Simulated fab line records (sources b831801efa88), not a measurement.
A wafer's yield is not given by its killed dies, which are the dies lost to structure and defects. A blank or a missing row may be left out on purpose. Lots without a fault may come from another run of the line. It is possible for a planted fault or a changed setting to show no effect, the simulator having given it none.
The tool behind it: which one?	flow gf180mcu	14 lots with 42 wafers sampled at 2 steps, on a route of 602 steps

WHAT THE GAUGES READ, wafer by wafer
GF_VT_IMPLANT_TW_MEAS_21. Usual: VT_IMPLANT_2_TW 1217, standard deviation 16.
lot	measured	on	VT_IMPLANT_2_TW	flag
L406	day 6 04:49	filmMetro-01	1233 1230 1240	
L407	day 6 15:20	filmMetro-01	1232 1243 1244	
L408	day 6 23:32	filmMetro-01	1237 1243 1233	
L411	day 7 13:13	filmMetro-01	1234 1225 1230	
L412	day 7 18:56	filmMetro-03	1218 1212 1213	
L413	day 8 04:49	filmMetro-01	1228 1228 1233	
L414	day 8 10:30	filmMetro-03	1198 1203 1204	
L415	day 8 13:57	filmMetro-01	1226 1233 1233	
L424	day 10 21:01	filmMetro-01	1241 1229 1233	
L425	day 11 03:50	filmMetro-02	1193 1193 1193	
L426	day 11 08:59	filmMetro-01	1230 1229 1221	
L427	day 11 17:16	filmMetro-01	1220 1233 1221	
L428	day 11 23:25	filmMetro-02	1189 1196 1185	
L429	day 12 07:40	filmMetro-03	1200 1201 1197	

GF_VT_IMPLANT_OVL_MEAS_40. Usual: VT_IMPLANT_03_OVL 0.6 nm, standard deviation 1.5.
lot	measured	on	VT_IMPLANT_03_OVL (nm)	flag
L406	day 7 10:47	overlay-01	-0.3 -1.2 0.1	
L407	day 7 22:17	overlay-01	0.9 1.7 2.7	
L408	day 8 07:25	overlay-01	0.0 -0.1 -0.7	
L411	day 8 21:35	overlay-01	1.1 2.4 2.3	
L412	day 9 04:19	overlay-02	1.1 0.7 2.1	
L413	day 9 12:44	overlay-02	-1.3 0.4 -1.2	
L414	day 9 19:38	overlay-02	0.0 0.0 -1.4	
L415	day 9 22:41	overlay-01	-0.5 0.0 -1.1	
L424	day 12 11:11	overlay-01	0.1 0.7 -1.1	
L425	day 12 16:47	overlay-02	0.6 1.6 1.1	
L426	day 12 22:02	overlay-02	-0.5 -1.5 -1.4	
L427	day 13 07:50	overlay-02	3.5 3.5 3.1	
L428	day 13 14:00	overlay-01	0.3 0.2 0.0	
L429	day 13 23:41	overlay-02	-1.5 -0.3 0.1	

WHICH TOOL RAN EACH LOT (tool, then ch and the chambers of the sampled wafers, then the start)
Before these readings, the record contains no process step.

AS READ BY THE TOOLS THEMSELVES (means over the sampled wafers that have a number; for cases with no such wafer, the mark the record gives instead)
The record holds no such reading with a usual standard deviation.

THE ANSWER, worked out from the rows above alone
Rule: a lot counts as off when the mean over its wafers that have a number is more than 3 standard deviations away from the usual mean. A lot without any number at a reading at which 4 lots or more have one is off too. Where the step has rows for the other lots, those lots are counted as sound. The gauges are gone through in route order, then the tools' own readings, and for those a lot's mean is taken as printed above. At the first step where some lot is off, the reading lying furthest off is the one used; lots without a number count as furthest.
Across all readings shown, no lot is off: no conclusion can be drawn from this.

WHAT THE SIMULATOR HAD PUT IN
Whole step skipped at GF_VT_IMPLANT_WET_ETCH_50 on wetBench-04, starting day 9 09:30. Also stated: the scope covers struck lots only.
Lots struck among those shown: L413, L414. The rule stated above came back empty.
